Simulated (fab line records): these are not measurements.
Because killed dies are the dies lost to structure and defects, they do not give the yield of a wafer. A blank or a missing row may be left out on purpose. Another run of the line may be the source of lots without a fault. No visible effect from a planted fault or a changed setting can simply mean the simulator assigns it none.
8D (eight disciplines) problem report, filled in by code / flow sky130 / the parts of the form that need people (team, actions taken, sign-off) are left out

## 1. PROBLEM STATEMENT
At SKY_VIA3_ETCH_14, oes_product_au averages 0.929 a.u. over 6 wafers from 2 lots, while fault-free wafers read 0.855 a.u., standard deviation 0.0039. That puts it +19 standard deviations away from the usual mean.
The step: etches BARC in N2/H2, stops on SiO2, time 45.9 s, target depth 60 nm.
Seen first at day 43 10:28 on rie_diel-01, wafer L184.1. Wafers with a number at this step in the record: 18, from 6 lots. By rule, "out" or "out of limits" means more than 4 standard deviations away from the usual mean. Any other wafer with a number is counted as sound.

## 2. WHAT IT IS, WHAT IT ISN'T
question=which readings at this step | is=oes_product_au, run_length_s | is not=chamber_pressure_mTorr, drypump_motor_current_A
question=which lots | is=L184, L185 | is not=L172, L174, L182, L186
question=which wafers of those lots | is=all that have a number | is not=-
question=read on which tools | is=rie_diel-01 | is not=rie_diel-03, rie_diel-04
question=when | is=from day 43 10:28 | is not=up to then (9 sound wafers); but 3 sound wafers of L186 came after

## 3. THE SUSPECTS, EACH WITH WHAT RULES IT OUT
Counting: a tool stays on the suspect list if, at a process step up to the reading, it processed all lots that are out and no sound lot following the first of them.
- cmp-01 at SKY_VIA3_CMP_02 (polishes SiO2): ruled out as a lasting fault. The sound lots L186 went through it after L184, its earliest lot that is out (day 42 11:31).
- rie_diel-01 at SKY_VIA3_ETCH_14 (etches BARC in N2/H2, stops on SiO2, time 45.9 s, target depth 60 nm): kept. It processed each lot that is out, first L184 at day 43 10:28, and no sound lot thereafter; up to then, the last sound lot it processed was L182 at day 43 00:55. Its own readings are out on those wafers: oes_product_au, run_length_s.
Remaining after the count: rie_diel-01 at SKY_VIA3_ETCH_14.

## 4. THE CAUSE (what the simulator had put in)
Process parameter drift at SKY_VIA3_ETCH_14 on rie_diel-01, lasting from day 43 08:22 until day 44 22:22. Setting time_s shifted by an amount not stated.
After counting, this tool was the only one left.

## 5. THE EFFECT CHAIN, in route order
Rows list readings where the struck wafers' mean (over those with a number) sits beyond 3 standard deviations from the usual. Scope: only readings with a usual standard deviation given in the record; hours: median across lots of the time from each lot's start at the first step in this table that gives one to its start at this step; sigmas: change in usual standard deviations.
hours=0; step=SKY_VIA3_ETCH_14; reading=oes_product_au; usual=0.855 a.u.; on struck wafers=0.929; change=+0.075; sigmas=+19
hours=0; step=SKY_VIA3_ETCH_14; reading=run_length_s; usual=74.1 s; on struck wafers=69.9; change=-4.2; sigmas=-9.7
Process steps it contains:
- SKY_VIA3_ETCH_14: etches BARC in N2/H2, stops on SiO2, time 45.9 s, target depth 60 nm.

## 6. HOW IT WOULD HAVE BEEN CAUGHT EARLIER
In this record no reading fell out of limits until day 43 10:28, 2 hours after the fault had begun at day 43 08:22.
